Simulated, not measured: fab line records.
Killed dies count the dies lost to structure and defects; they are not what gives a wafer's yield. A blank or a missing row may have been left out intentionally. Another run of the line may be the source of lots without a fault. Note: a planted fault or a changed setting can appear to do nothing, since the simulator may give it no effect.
fab line records ; flow sfq_line
[record] lots = 6; wafers = 18; last_day = 92
route steps=325 shown M3@118 I3@133 M4@148 M8@325
lots that met no fault: from a run of the same line without faults
start_h: hours from the record's first day to the start of the lot's first wafer shown ; wait_h: hours from the lot's prior step to this one ; " identical to the entry in the row above ; L1.1+2: several wafers, shown together as one row ; - no value present, or no start provided ; * or withheld: withheld ; < > ~ a bound
route shown NAME@n: names a module that has steps shown in the file, with the first one's number in the route ; usual: average and standard deviation across the fault-free wafers ; same: alike in all rows ; chamber/n: place in a boat ; sites: each site's reading ; _std_site: how widely they spread, as a standard deviation ; _edge_site: mean of outer sites minus mean of inner sites ; radius_mm: for every site, how far away it sits from the centre of the wafer ; mask NAME#n: copy n ; behind: the most recent tool/chamber to have shaped the wafer ; hold: what put the lot on hold/how long, in hours/how the hold closed ; device: the transistor (n, p or np) that didn't switch ; end of line: tests run on the same wafers once the route is complete ; where a step has no rows: the recipe by itself ; killed: count of dies lost to structure and defects at first sort (not the wafer's yield) ; map: shows each die of a wafer: x if killed, . if not, _ if none is there
set.NAME: the setting that was run; set.NAME@STEP: the one run at that earlier step ; model.NAME: the simulator's own value behind a step, which no gauge read
a table for each step, a row for each wafer; lots at some steps of the route
services: from which hour (start_h, from the record's first day; less than 0 if before it) a tool's chamber was out of use, for how many hours, and why
[[steps]]
[step SFQ_TRILAYER_M3_DEP_PRE_CLEAN_074]
[recipe] gas = Ar; time_s = 22.5; bias_v = 250
[step SFQ_TRILAYER_M3_DEP_SPUTTER_073]
[recipe] material = Nb; base_pressure_pa = 1.33e-06; chamber_pressure_pa = 0.1333; substrate_temp_c = 20; resputter_cathode_voltage_v = 400; target_thk_nm = 200; power_w = 2000; time_s = 133.3
[usual] throttle_valve_pct = 30.0/0.77
lot.wafer;tool;chamber;start_h;wait_h;throttle_valve_pct
L267.1;pvd_sputter-06;-;649.26;0.0;29.1
L267.5;pvd_sputter-06;-;649.26;0.0;29.9
L267.6;pvd_sputter-06;-;649.26;0.0;28.9
L271.4;pvd_sputter-06;-;859.12;0.0;29.2
L271.5;pvd_sputter-06;-;859.12;0.0;30.5
L271.6;pvd_sputter-06;-;859.12;0.0;30.5
L273.1;pvd_sputter-05;-;865.92;0.0;29.5
L273.4;pvd_sputter-05;-;865.92;0.0;29.5
L273.6;pvd_sputter-05;-;865.92;0.0;29.2
L282.1;pvd_sputter-05;-;930.79;0.0;29.4
L282.4;pvd_sputter-05;-;930.79;0.0;29.5
L282.6;pvd_sputter-05;-;930.79;0.0;29.4
L283.1;pvd_sputter-06;-;941.59;0.0;29.0
L283.3;pvd_sputter-06;-;941.59;0.0;30.3
L283.5;pvd_sputter-06;-;941.59;0.0;30.1
L284.3;pvd_sputter-03;-;956.60;0.0;31.7
L284.4;pvd_sputter-03;-;956.60;0.0;30.7
L284.5;pvd_sputter-03;-;956.60;0.0;30.1
[step SFQ_M3_RS_MEAS_919]
[recipe] thk_meas_gauge = four-point-probe; reads = Nb_of_TRILAYER_M3_DEP_SPUTTER_073
[usual] M3_NB_RS = 0.890/0.0097
lot.wafer;tool;chamber;start_h;wait_h;M3_NB_RS[ohm/sq]
L267.1;film_metro-02;-;649.35;0.0;0.888
L267.5;film_metro-02;-;649.35;0.0;0.885
L267.6;film_metro-02;-;649.35;0.0;0.888
L271.4;film_metro-01;-;859.22;0.1;0.895
L271.5;film_metro-01;-;859.22;0.1;0.880
L271.6;film_metro-01;-;859.22;0.1;0.886
L273.1;film_metro-01;-;866.01;0.0;0.894
L273.4;film_metro-01;-;866.01;0.0;0.889
L273.6;film_metro-01;-;866.01;0.0;0.892
L282.1;film_metro-01;-;930.88;0.0;0.889
L282.4;film_metro-01;-;930.88;0.0;0.911
L282.6;film_metro-01;-;930.88;0.0;0.906
L283.1;film_metro-03;-;941.68;0.0;0.880
L283.3;film_metro-03;-;941.68;0.0;0.872
L283.5;film_metro-03;-;941.68;0.0;0.888
L284.3;film_metro-02;-;956.73;0.1;0.896
L284.4;film_metro-02;-;956.73;0.1;0.900
L284.5;film_metro-02;-;956.73;0.1;0.896
[step SFQ_TRILAYER_M3_LITHO_COAT_080]
[recipe] resist = BARC; spin_rpm = 3000; resist_thk_nm = 62
[step SFQ_TRILAYER_M3_LITHO_COAT_075]
[recipe] resist = KrF; spin_rpm = 3000; resist_thk_nm = 600
[step SFQ_TRILAYER_M3_LITHO_SOFTBAKE_079]
[recipe] temp_c = withheld; time_s = withheld; resist = KrF
[step SFQ_TRILAYER_M3_LITHO_EXPOSE_076]
[recipe] mask_id = M3; na = 0.6; source_shape = conventional; sigma_outer = 0.65; target_cd_nm = 500; dose_mj = 14.4
[step SFQ_TRILAYER_M3_LITHO_PEB_078]
[recipe] peb_temp_c = 115; peb_time_s = 60; resist = KrF
[step SFQ_TRILAYER_M3_LITHO_DEVELOP_077]
[recipe] time_s = 60; resist = KrF
[step SFQ_M3_OVL_MEAS_921]
[usual] M3_OVL = 2/5.5
lot.wafer;tool;chamber;start_h;wait_h;M3_OVL[nm]
L267.1;overlay-01;-;762.02;0.1;5
L267.5;overlay-01;-;762.02;0.1;7
L267.6;overlay-01;-;762.02;0.1;8
L271.4;overlay-02;-;861.61;0.1;3
L271.5;overlay-02;-;861.61;0.1;2
L271.6;overlay-02;-;861.61;0.1;0
L273.1;overlay-01;-;868.55;0.1;7
L273.4;overlay-01;-;868.55;0.1;6
L273.6;overlay-01;-;868.55;0.1;3
L282.1;overlay-01;-;936.78;0.1;0
L282.4;overlay-01;-;936.78;0.1;-10
L282.6;overlay-01;-;936.78;0.1;-8
L283.1;overlay-01;-;944.24;0.1;10
L283.3;overlay-01;-;944.24;0.1;15
L283.5;overlay-01;-;944.24;0.1;7
L284.3;overlay-01;-;959.13;0.1;6
L284.4;overlay-01;-;959.13;0.1;7
L284.5;overlay-01;-;959.13;0.1;3
[step SFQ_TRILAYER_M3_BARC_OPEN_METAL_ETCH_100]
[recipe] mask_material = PR; chemistry = O2; target_depth_nm = 125; target = BARC; icp_w = 600; bias_w = 80; pressure_mtorr = 10; time_s = 41.7
[usual] drypump_motor_current_A = 5.4/0.39; oes_product_au = 0.686/0.0045
lot.wafer;tool;chamber;start_h;wait_h;drypump_motor_current_A;oes_product_au;rf_hours_counter_h
L267.1;rie_metal-02;0;762.06;0.0;5.7;0.682;59
L267.5;rie_metal-02;0;762.06;0.0;5.7;0.692;-
L267.6;rie_metal-02;0;762.06;0.0;5.7;0.691;-
L271.4;rie_metal-01;1;861.65;0.0;5.4;0.690;-
L271.5;rie_metal-01;0;861.65;0.0;5.9;0.682;-
L271.6;rie_metal-01;1;861.65;0.0;5.4;0.688;-
L273.1;rie_metal-01;0;868.59;0.0;5.9;0.683;1
L273.4;rie_metal-01;1;868.59;0.0;5.4;0.692;-
L273.6;rie_metal-01;0;868.59;0.0;5.9;0.684;-
L282.1;rie_metal-03;0;936.82;0.0;5.2;0.693;79
L282.4;rie_metal-03;1;936.82;0.0;5.5;0.686;-
L282.6;rie_metal-03;1;936.82;0.0;5.5;0.683;-
L283.1;rie_metal-02;1;944.27;0.0;4.7;0.690;93
L283.3;rie_metal-02;1;944.27;0.0;4.7;0.686;-
L283.5;rie_metal-02;1;944.27;0.0;4.7;0.694;-
L284.3;rie_metal-01;0;959.17;0.0;5.9;0.683;-
L284.4;rie_metal-01;1;959.17;0.0;5.4;0.685;-
L284.5;rie_metal-01;1;959.17;0.0;5.4;0.687;-
[step SFQ_TRILAYER_M3_ETCH_METAL_ETCH_078]
[recipe] target = Nb; stop_on = SiO2; mask_material = PR; chemistry = Cl2/Ar; target_depth_nm = 240; icp_w = 600; bias_w = 80; pressure_mtorr = 10; time_s = 120
[usual] drypump_motor_current_A = 5.4/0.39; oes_product_au = 0.894/0.0078
lot.wafer;tool;chamber;start_h;wait_h;drypump_motor_current_A;oes_product_au;rf_hours_counter_h;model.KrF_of_TRILAYER_M3_LITHO_COAT_075.thk_nm;model.M3.feature_depth_nm;model.etch.depth_nm
L267.1;rie_metal-02;0;762.18;0.1;5.7;0.900;59;384.1;199.8;199.8
L267.5;rie_metal-02;0;762.18;0.1;5.7;0.899;-;384.2;200.7;200.7
L267.6;rie_metal-02;0;762.18;0.1;5.7;0.892;-;381;199.9;199.9
L271.4;rie_metal-01;1;861.73;0.1;5.4;0.800;-;428.8;161.4;161.4
L271.5;rie_metal-01;0;861.73;0.1;5.8;0.785;-;435.7;154.5;154.5
L271.6;rie_metal-01;1;861.73;0.1;5.4;0.796;-;427.8;161.4;161.4
L273.1;rie_metal-01;0;868.65;0.0;5.9;0.781;1;435;154.2;154.2
L273.4;rie_metal-01;1;868.65;0.0;5.4;0.793;-;428.4;160.7;160.7
L273.6;rie_metal-01;0;868.65;0.0;5.9;0.788;-;433.3;155.8;155.8
L282.1;rie_metal-03;0;936.88;0.0;5.3;0.888;79;384.7;200.2;200.2
L282.4;rie_metal-03;1;936.88;0.0;5.5;0.884;-;377;195.7;195.7
L282.6;rie_metal-03;1;936.88;0.0;5.5;0.881;-;378.2;196.3;196.3
L283.1;rie_metal-02;1;944.33;0.0;4.7;0.901;93;377.3;202.2;202.2
L283.3;rie_metal-02;1;944.33;0.0;4.7;0.905;-;375.6;204.2;204.2
L283.5;rie_metal-02;1;944.33;0.0;4.7;0.897;-;377.8;200.5;200.5
L284.3;rie_metal-01;0;959.25;0.1;5.8;0.888;-;385.6;198.3;198.3
L284.4;rie_metal-01;1;959.25;0.1;5.4;0.887;-;380;197.6;197.6
L284.5;rie_metal-01;1;959.25;0.1;5.4;0.887;-;378.7;198.6;198.6
[step SFQ_TRILAYER_M3_STRIP_STRIP_079]
[recipe] gas = O2; power_w = 200; platen_temp_c = 40; overash_fraction = 0.65; chemistry = O2; pressure_mtorr = 50
[usual] drypump_motor_current_A = 5.4/0.38; oes_product_au = 0.999/0.014
lot.wafer;tool;chamber;start_h;wait_h;drypump_motor_current_A;oes_product_au;rf_hours_counter_h
L267.1;rie_metal-02;0;762.43;0.2;5.7;0.993;59
L267.5;rie_metal-02;0;762.43;0.2;5.7;0.998;-
L267.6;rie_metal-02;0;762.43;0.2;5.7;0.992;-
L271.4;rie_metal-01;1;862.01;0.2;5.4;1.004;-
L271.5;rie_metal-01;0;862.01;0.2;5.8;0.986;-
L271.6;rie_metal-01;1;862.01;0.2;5.4;1.017;-
L273.1;rie_metal-01;0;868.77;0.1;5.8;0.997;1
L273.4;rie_metal-01;1;868.77;0.1;5.4;1.013;-
L273.6;rie_metal-01;0;868.77;0.1;5.8;0.985;-
L282.1;rie_metal-03;0;937.00;0.1;5.3;0.995;80
L282.4;rie_metal-03;1;937.00;0.1;5.5;1.012;-
L282.6;rie_metal-03;1;937.00;0.1;5.5;1.018;-
L283.1;rie_metal-02;1;944.46;0.1;4.7;1.010;93
L283.3;rie_metal-02;1;944.46;0.1;4.7;1.004;-
L283.5;rie_metal-02;1;944.46;0.1;4.7;1.014;-
L284.3;rie_metal-01;0;959.54;0.2;5.8;0.978;-
L284.4;rie_metal-01;1;959.54;0.2;5.4;1.000;-
L284.5;rie_metal-01;1;959.54;0.2;5.4;0.986;-
[step SFQ_TRILAYER_M3_STRIP_SOLV_CLEAN_080]
[recipe] chemistry = NMP; temp_c = 70; time_s = 600
[step SFQ_TRILAYER_I3_DEP_PECVD_081]
[recipe] material = SiO2; temp_c = 150; time_s = 111.11; pressure_torr = 2.4; rf_w = 183.3; precursor = SiH4/N2O; target_thk_nm = 500
[step SFQ_TRILAYER_I3_CMP_CMP_082]
[recipe] material = SiO2; down_force_psi = 3; platen_rpm = 60; pad_velocity_m_s = 0.94248
[step SFQ_I3_BOW_MEAS_922]
[recipe] mode = bow
[usual] I3_BOW = 0/8.6
lot.wafer;tool;chamber;start_h;wait_h;I3_BOW[um]
L267.1;film_metro-01;-;771.84;1.0;1
L267.5;film_metro-01;-;771.84;1.0;-1
L267.6;film_metro-01;-;771.84;1.0;10
L271.4;film_metro-04;-;912.05;2.1;-15
L271.5;film_metro-04;-;912.05;2.1;-19
L271.6;film_metro-04;-;912.05;2.1;-8
L273.1;film_metro-01;-;920.87;2.5;1
L273.4;film_metro-01;-;920.87;2.5;-7
L273.6;film_metro-01;-;920.87;2.5;6
L282.1;film_metro-04;-;966.87;1.0;-26
L282.4;film_metro-04;-;966.87;1.0;-20
L282.6;film_metro-04;-;966.87;1.0;-10
L283.1;film_metro-01;-;972.87;1.0;3
L283.3;film_metro-01;-;972.87;1.0;-11
L283.5;film_metro-01;-;972.87;1.0;-8
L284.3;film_metro-04;-;976.50;2.5;12
L284.4;film_metro-04;-;976.50;2.5;1
L284.5;film_metro-04;-;976.50;2.5;5
[step SFQ_TRILAYER_I3_METRO_MEASURE_083]
[usual] thk_nm = 200.0/0.96
lot.wafer;tool;chamber;start_h;wait_h;thk_nm
L267.1;film_metro-01;-;771.96;0.1;202.0
L267.5;film_metro-01;-;771.96;0.1;201.4
L267.6;film_metro-01;-;771.96;0.1;201.8
L271.4;film_metro-04;-;912.71;0.6;200.0
L271.5;film_metro-04;-;912.71;0.6;197.9
L271.6;film_metro-04;-;912.71;0.6;201.0
L273.1;film_metro-01;-;920.99;0.1;199.1
L273.4;film_metro-01;-;920.99;0.1;198.4
L273.6;film_metro-01;-;920.99;0.1;197.9
L282.1;film_metro-04;-;966.99;0.1;202.7
L282.4;film_metro-04;-;966.99;0.1;200.9
L282.6;film_metro-04;-;966.99;0.1;200.0
L283.1;film_metro-01;-;972.99;0.1;199.5
L283.3;film_metro-01;-;972.99;0.1;201.2
L283.5;film_metro-01;-;972.99;0.1;201.4
L284.3;film_metro-04;-;976.98;0.5;200.5
L284.4;film_metro-04;-;976.98;0.5;199.0
L284.5;film_metro-04;-;976.98;0.5;199.4
[step SFQ_TRILAYER_I3_VIA_LITHO_COAT_090]
[recipe] resist = BARC; spin_rpm = 3000; resist_thk_nm = 62
[step SFQ_TRILAYER_I3_VIA_LITHO_COAT_085]
[recipe] resist = KrF; spin_rpm = 3000; resist_thk_nm = 650
[step SFQ_TRILAYER_I3_VIA_LITHO_SOFTBAKE_089]
[recipe] temp_c = withheld; time_s = withheld; resist = KrF
[step SFQ_TRILAYER_I3_VIA_LITHO_EXPOSE_086]
[recipe] mask_id = I3; na = 0.6; source_shape = conventional; sigma_outer = 0.65; target_cd_nm = 500; dose_mj = 21.3
[step SFQ_TRILAYER_I3_VIA_LITHO_PEB_088]
[recipe] peb_temp_c = 115; peb_time_s = 60; resist = KrF
[step SFQ_TRILAYER_I3_VIA_LITHO_DEVELOP_087]
[recipe] time_s = 60; resist = KrF
[step SFQ_I3_OVL_MEAS_923]
[usual] I3_OVL = -3/5.4
lot.wafer;tool;chamber;start_h;wait_h;I3_OVL[nm]
L267.1;overlay-02;-;904.60;0.1;0
L267.5;overlay-02;-;904.60;0.1;2
L267.6;overlay-02;-;904.60;0.1;-2
L271.4;overlay-02;-;1051.98;0.1;4
L271.5;overlay-02;-;1051.98;0.1;-9
L271.6;overlay-02;-;1051.98;0.1;3
L273.1;overlay-02;-;1057.96;0.1;0
L273.4;overlay-02;-;1057.96;0.1;-3
L273.6;overlay-02;-;1057.96;0.1;2
L282.1;overlay-01;-;1122.06;0.1;-3
L282.4;overlay-01;-;1122.06;0.1;-4
L282.6;overlay-01;-;1122.06;0.1;7
L283.1;overlay-02;-;1128.06;0.1;-2
L283.3;overlay-02;-;1128.06;0.1;-2
L283.5;overlay-02;-;1128.06;0.1;-2
L284.3;overlay-01;-;1132.87;0.1;-11
L284.4;overlay-01;-;1132.87;0.1;-8
L284.5;overlay-01;-;1132.87;0.1;-4
[step SFQ_TRILAYER_I3_VIA_BARC_OPEN_VIA_ETCH_121]
[recipe] mask_material = PR; chemistry = O2; target_depth_nm = 125; target = BARC; source_w = 500; bias_w = 80; pressure_mtorr = 30; time_s = 41.7
[step SFQ_TRILAYER_I3_VIA_ETCH_VIA_ETCH_088]
[recipe] target = SiO2; stop_on = Nb; mask_material = PR; taper_deg = 20; chemistry = CHF3; target_depth_nm = 260; source_w = 500; bias_w = 80; pressure_mtorr = 30; time_s = withheld
[usual] drypump_motor_current_A = 5.9/0.55; oes_product_au = 0.854/0.005
lot.wafer;tool;chamber;start_h;wait_h;drypump_motor_current_A;oes_product_au
L267.1;rie_diel-02;0;904.68;0.0;5.0;0.861
L267.5;rie_diel-02;1;904.68;0.0;5.7;0.858
L267.6;rie_diel-02;2;904.68;0.0;6.7;0.861
L271.4;rie_diel-03;0;1052.04;0.0;6.3;0.847
L271.5;rie_diel-03;2;1052.04;0.0;5.8;0.845
L271.6;rie_diel-03;3;1052.04;0.0;6.7;0.855
L273.1;rie_diel-03;0;1058.04;0.0;6.4;0.854
L273.4;rie_diel-03;2;1058.04;0.0;5.8;0.847
L273.6;rie_diel-03;3;1058.04;0.0;6.7;0.855
L282.1;rie_diel-02;0;1122.14;0.0;5.0;0.860
L282.4;rie_diel-02;1;1122.14;0.0;5.8;0.855
L282.6;rie_diel-02;0;1122.14;0.0;5.0;0.861
L283.1;rie_diel-02;0;1128.14;0.0;5.0;0.857
L283.3;rie_diel-02;2;1128.14;0.0;6.7;0.861
L283.5;rie_diel-02;1;1128.14;0.0;5.7;0.855
L284.3;rie_diel-04;3;1132.94;0.0;5.7;0.855
L284.4;rie_diel-04;0;1132.94;0.0;5.2;0.861
L284.5;rie_diel-04;3;1132.94;0.0;5.7;0.851
[step SFQ_TRILAYER_I3_VIA_STRIP_STRIP_089]
[recipe] gas = O2; power_w = 200; platen_temp_c = 40; overash_fraction = 0.65; chemistry = O2; pressure_mtorr = 50
[step SFQ_TRILAYER_I3_VIA_STRIP_SOLV_CLEAN_090]
[recipe] chemistry = NMP; temp_c = 70; time_s = 600
[step SFQ_TRILAYER_M4_DEP_PRE_CLEAN_092]
[recipe] gas = Ar; time_s = 22.5; bias_v = 250
[step SFQ_TRILAYER_M4_DEP_SPUTTER_091]
[recipe] material = Nb; base_pressure_pa = 1.33e-06; chamber_pressure_pa = 0.1333; substrate_temp_c = 20; resputter_cathode_voltage_v = 400; target_thk_nm = 200; power_w = 2000; time_s = 133.3
[step SFQ_M4_RS_MEAS_924]
[recipe] thk_meas_gauge = four-point-probe; reads = Nb_of_TRILAYER_M4_DEP_SPUTTER_091
[usual] M4_NB_RS = 0.891/0.011
lot.wafer;tool;chamber;start_h;wait_h;M4_NB_RS[ohm/sq]
L267.1;film_metro-04;-;905.68;0.0;0.886
L267.5;film_metro-04;-;905.68;0.0;0.898
L267.6;film_metro-04;-;905.68;0.0;0.889
L271.4;film_metro-01;-;1053.12;0.1;0.883
L271.5;film_metro-01;-;1053.12;0.1;0.878
L271.6;film_metro-01;-;1053.12;0.1;0.882
L273.1;film_metro-02;-;1059.05;0.0;0.877
L273.4;film_metro-02;-;1059.05;0.0;0.885
L273.6;film_metro-02;-;1059.05;0.0;0.867
L282.1;film_metro-02;-;1123.15;0.0;0.889
L282.4;film_metro-02;-;1123.15;0.0;0.884
L282.6;film_metro-02;-;1123.15;0.0;0.889
L283.1;film_metro-01;-;1129.15;0.0;0.895
L283.3;film_metro-01;-;1129.15;0.0;0.902
L283.5;film_metro-01;-;1129.15;0.0;0.905
L284.3;film_metro-02;-;1133.99;0.1;0.878
L284.4;film_metro-02;-;1133.99;0.1;0.874
L284.5;film_metro-02;-;1133.99;0.1;0.871
[step SFQ_TRILAYER_M4_LITHO_COAT_098]
[recipe] resist = BARC; spin_rpm = 3000; resist_thk_nm = 62
[step SFQ_TRILAYER_M4_LITHO_COAT_093]
[recipe] resist = KrF; spin_rpm = 3000; resist_thk_nm = 600
[step SFQ_TRILAYER_M4_LITHO_SOFTBAKE_097]
[recipe] temp_c = withheld; time_s = withheld; resist = KrF
[step SFQ_TRILAYER_M4_LITHO_EXPOSE_094]
[recipe] mask_id = M4; na = 0.6; source_shape = conventional; sigma_outer = 0.65; target_cd_nm = 500; dose_mj = 14.4
[step SFQ_TRILAYER_M4_LITHO_PEB_096]
[recipe] peb_temp_c = 115; peb_time_s = 60; resist = KrF
[step SFQ_TRILAYER_M4_LITHO_DEVELOP_095]
[recipe] time_s = 60; resist = KrF
[step SFQ_M4_OVL_MEAS_926]
[usual] M4_OVL = 4/5.4
lot.wafer;tool;chamber;start_h;wait_h;M4_OVL[nm]
L267.1;overlay-02;-;1043.56;0.1;-1
L267.5;overlay-02;-;1043.56;0.1;0
L267.6;overlay-02;-;1043.56;0.1;-9
L271.4;overlay-02;-;1055.51;0.1;7
L271.5;overlay-02;-;1055.51;0.1;10
L271.6;overlay-02;-;1055.51;0.1;6
L273.1;overlay-02;-;1061.48;0.1;8
L273.4;overlay-02;-;1061.48;0.1;2
L273.6;overlay-02;-;1061.48;0.1;1
L282.1;overlay-01;-;1125.58;0.1;-9
L282.4;overlay-01;-;1125.58;0.1;-3
L282.6;overlay-01;-;1125.58;0.1;-2
L283.1;overlay-02;-;1131.58;0.1;1
L283.3;overlay-02;-;1131.58;0.1;-3
L283.5;overlay-02;-;1131.58;0.1;0
L284.3;overlay-01;-;1136.39;0.1;8
L284.4;overlay-01;-;1136.39;0.1;1
L284.5;overlay-01;-;1136.39;0.1;7
[step SFQ_TRILAYER_M4_BARC_OPEN_METAL_ETCH_123]
[recipe] mask_material = PR; chemistry = O2; target_depth_nm = 125; target = BARC; icp_w = 600; bias_w = 80; pressure_mtorr = 10; time_s = 41.7
[step SFQ_M8_BOW_MEAS_951]
[recipe] mode = bow
[usual] M8_BOW = 7/10
lot.wafer;tool;chamber;start_h;wait_h;M8_BOW[um];model.etest.m3.comb_log10_ohm
L267.1;film_metro-04;-;2065.38;0.0;-4;12
L267.5;film_metro-04;-;2065.38;0.0;-5;12
L267.6;film_metro-04;-;2065.38;0.0;6;12
L271.4;film_metro-04;-;2157.35;0.1;-8;0
L271.5;film_metro-04;-;2157.35;0.1;-13;0
L271.6;film_metro-04;-;2157.35;0.1;-2;0
L273.1;film_metro-03;-;2162.09;0.0;5;0
L273.4;film_metro-03;-;2162.09;0.0;-3;0
L273.6;film_metro-03;-;2162.09;0.0;11;0
L282.1;film_metro-03;-;2204.09;0.0;-22;12
L282.4;film_metro-03;-;2204.09;0.0;-18;12
L282.6;film_metro-03;-;2204.09;0.0;-8;12
L283.1;film_metro-03;-;2207.47;0.0;2;12
L283.3;film_metro-03;-;2207.47;0.0;-11;12
L283.5;film_metro-03;-;2207.47;0.0;-9;12
L284.3;film_metro-03;-;2212.31;0.0;25;12
L284.4;film_metro-03;-;2212.31;0.0;14;12
L284.5;film_metro-03;-;2212.31;0.0;18;12
[[services]]
tool;chamber;start_h;hours;kind
film_metro-01;-;630.88;25.9;pm
rie_metal-03;1;637.90;2.3;repair
rie_diel-02;1;640.05;13.9;repair
rie_metal-01;-;650.00;2.8;pm
film_metro-01;-;656.78;0.5;pm
film_metro-01;-;657.31;0.4;pm
film_metro-04;-;664.54;0.6;pm
rie_metal-03;-;672.02;1.2;repair
pvd_sputter-06;-;690.69;17.8;repair
pvd_sputter-06;-;691.16;0.8;repair
rie_diel-02;0;705.09;30.5;repair
film_metro-01;-;706.43;8.2;pm
rie_metal-03;-;709.81;5.5;repair
rie_diel-02;-;722.66;0.2;repair
rie_diel-02;2;732.16;2.9;repair
rie_metal-03;-;734.99;0.1;repair
film_metro-01;-;759.25;0.5;pm
rie_metal-02;-;917.96;2.8;pm
rie_metal-02;-;956.39;0.5;repair
rie_metal-02;-;1034.25;0.5;repair
rie_metal-01;-;1070.39;0.4;repair
rie_metal-02;-;1111.40;1.2;repair
rie_metal-01;-;1118.34;0.5;repair
rie_metal-01;0;1132.91;2.0;repair
[[key]]
[first_sign] step = SFQ_TRILAYER_M3_ETCH_METAL_ETCH_078; reading = oes_product_au; direction = down; sigmas = 13; usual = 0.894; struck = 0.790
effect none on later readings
[model_effect] step = SFQ_TRILAYER_M3_ETCH_METAL_ETCH_078; value = KrF_of_TRILAYER_M3_LITHO_COAT_075.thk_nm; without = 383.5; struck = 431.5
[model_effect] step = SFQ_M8_BOW_MEAS_951; value = etest.m3.comb_log10_ohm; without = 12; struck = 0
met_at SFQ_TRILAYER_M3_ETCH_METAL_ETCH_078
struck_wafers L271.4,L271.5,L271.6,L273.1,L273.4,L273.6
[fault] kind = process_parameter_drift; tool = rie_metal-01; chamber = -; onset_h = 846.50; steps = SFQ_TRILAYER_M3_ETCH_METAL_ETCH_078; channel = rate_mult; offset = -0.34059; shape = step; end_h = 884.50
